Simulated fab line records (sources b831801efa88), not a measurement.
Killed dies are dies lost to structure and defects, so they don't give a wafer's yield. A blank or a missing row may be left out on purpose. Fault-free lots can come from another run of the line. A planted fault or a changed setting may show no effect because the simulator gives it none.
Split-lot trial	flow sky130	route with 708 steps; 5 lots, 23 wafers read

## ABOUT THE SPLIT
At SKY_POLY_GATE_ETCH_15 (etches BARC in N2/H2, stops on SiO2, time 118.5 s, target depth 110 nm), the setting source_w was moved away from the recipe's 500 W on 11 of the 23 wafers read, by +5.6% to +9.1%. The other wafers ran this setting at the recipe's value.

There is no step in the file separating the split from the reading.

## THE READING
KrF-thick_of_POLY_GATE_COAT_08.thk_nm (the simulator's own value, which no gauge read), in nm, at SKY_POLY_GATE_ETCH_16 (etches Si3N4 in CH3F/O2, stops on poly-Si, time 147.5 s, target depth 75 nm). No usual value for it is given in the file. Here, 12 wafers ran the recipe; their average is 236.0 nm with a standard deviation of 2.4 nm.

wafer	tool, chamber at the split	source_w as run, W	against the recipe	KrF-thick_of_POLY_GATE_COAT_08.thk_nm, nm	against lot-mates on the recipe
L077.1	rie_diel-04, 1	500	recipe	232.9	-
L077.4	rie_diel-04, 0	500	recipe	236.6	-
L077.5	rie_diel-04, 1	500	recipe	231.4	-
L079.1	rie_diel-03, 3	528.1	+5.6%	228.7	-7.6
L079.2	rie_diel-03, 2	528.1	+5.6%	232.6	-3.7
L079.4	rie_diel-03, 1	528.1	+5.6%	229.6	-6.7
L079.5	rie_diel-03, 3	500	recipe	236.1	-
L079.6	rie_diel-03, 2	500	recipe	236.5	-
L082.1	rie_diel-01, 3	535.8	+7.2%	232.7	-6.5
L082.2	rie_diel-01, 0	535.8	+7.2%	231.6	-7.6
L082.4	rie_diel-01, 1	535.8	+7.2%	232.9	-6.2
L082.5	rie_diel-01, 1	500	recipe	239.3	-
L082.6	rie_diel-01, 2	500	recipe	239	-
L083.1	rie_diel-01, 3	500	recipe	236.7	-
L083.2	rie_diel-01, 1	500	recipe	239	-
L083.3	rie_diel-01, 2	530.2	+6.0%	234.6	-2.3
L083.4	rie_diel-01, 0	500	recipe	235	-
L083.6	rie_diel-01, 0	530.2	+6.0%	228.9	-8.0
L085.1	rie_diel-04, 0	500	recipe	236.7	-
L085.2	rie_diel-04, 3	545.5	+9.1%	223.9	-11.0
L085.4	rie_diel-04, 2	545.5	+9.1%	223.7	-11.2
L085.5	rie_diel-04, 0	545.5	+9.1%	227.4	-7.5
L085.6	rie_diel-04, 3	500	recipe	233.2	-

FIT RESULTS
A straight line over all 23 wafers: KrF-thick_of_POLY_GATE_COAT_08.thk_nm changes by -0.95 nm for each +1% of source_w; r = -0.80; the points scatter about the line by 2.7 nm.
The same after taking each lot's own level away (the mean of its wafers on the recipe; 23 wafers): -1.03 nm for each +1%; r = -0.91; scatter 1.8 nm.
That fit puts the effect of the largest move of source_w on the reading at 9.3 nm.
From 233.63 to 239.15 nm: that is the span of the lots' own levels, equal to 2.3 times the standard deviation above.
Hence the lot-to-lot level has little effect on the slope; both slopes agree.
Check: for one of the wafers moved furthest among these (+9.1%), held out of the fit, the line's prediction against its lot-mates is -8.96 nm. Against them it came out at -11 nm.

## THE OTHER SPLITS THESE WAFERS WENT THROUGH
Other splits were also applied to these wafers ahead of the reading. Each is held against what the fit with the lots' levels taken away leaves over:
other split on the same wafers	wafers away from the commonest value	r with KrF-thick_of_POLY_GATE_COAT_08.thk_nm (lot level and that fit taken away)
SKY_SONOS_ONO_OXIDATION_00 ox_time_s	15	+0.08
SKY_SONOS_ONO_CVD_02 pressure_mtorr	15	+0.01
SKY_SONOS_ONO_DEVELOP_12 dev_temp_c	9	+0.05
SKY_GATE_OXIDE_OXIDATION_01 ox_time_s	15	+0.08
SKY_GATE_OXIDE_SOFTBAKE_06 temp_c	10	+0.08
SKY_POLY_GATE_COAT_07 resist_thk_nm	5	+0.21

## THE WHOLE CHAIN: every reading that the file lists as answering this split, in the file's order
step	what it does	reading	change (the file's fit)	r (the file's)
SKY_POLY_GATE_ETCH_15	etches BARC in N2/H2, stops on SiO2, time 118.5 s, target depth 110 nm	KrF-thick_of_POLY_GATE_COAT_08.thk_nm (the simulator's own value, which no gauge read)	-0.961 nm for each +1% of the setting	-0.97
SKY_POLY_GATE_ETCH_15	etches BARC in N2/H2, stops on SiO2, time 118.5 s, target depth 110 nm	SiO2_of_SONOS_ONO_CVD_04.thk_nm (the simulator's own value, which no gauge read)	-0.0422 nm for each +1% of the setting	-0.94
SKY_POLY_GATE_ETCH_16	etches Si3N4 in CH3F/O2, stops on poly-Si, time 147.5 s, target depth 75 nm	KrF-thick_of_POLY_GATE_COAT_08.thk_nm (the simulator's own value, which no gauge read)	-1.01 nm for each +1% of the setting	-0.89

## THE FILE'S OWN FIT
KrF-thick_of_POLY_GATE_COAT_08.thk_nm changes by -1.01 nm for each +1% of source_w, r = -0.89.
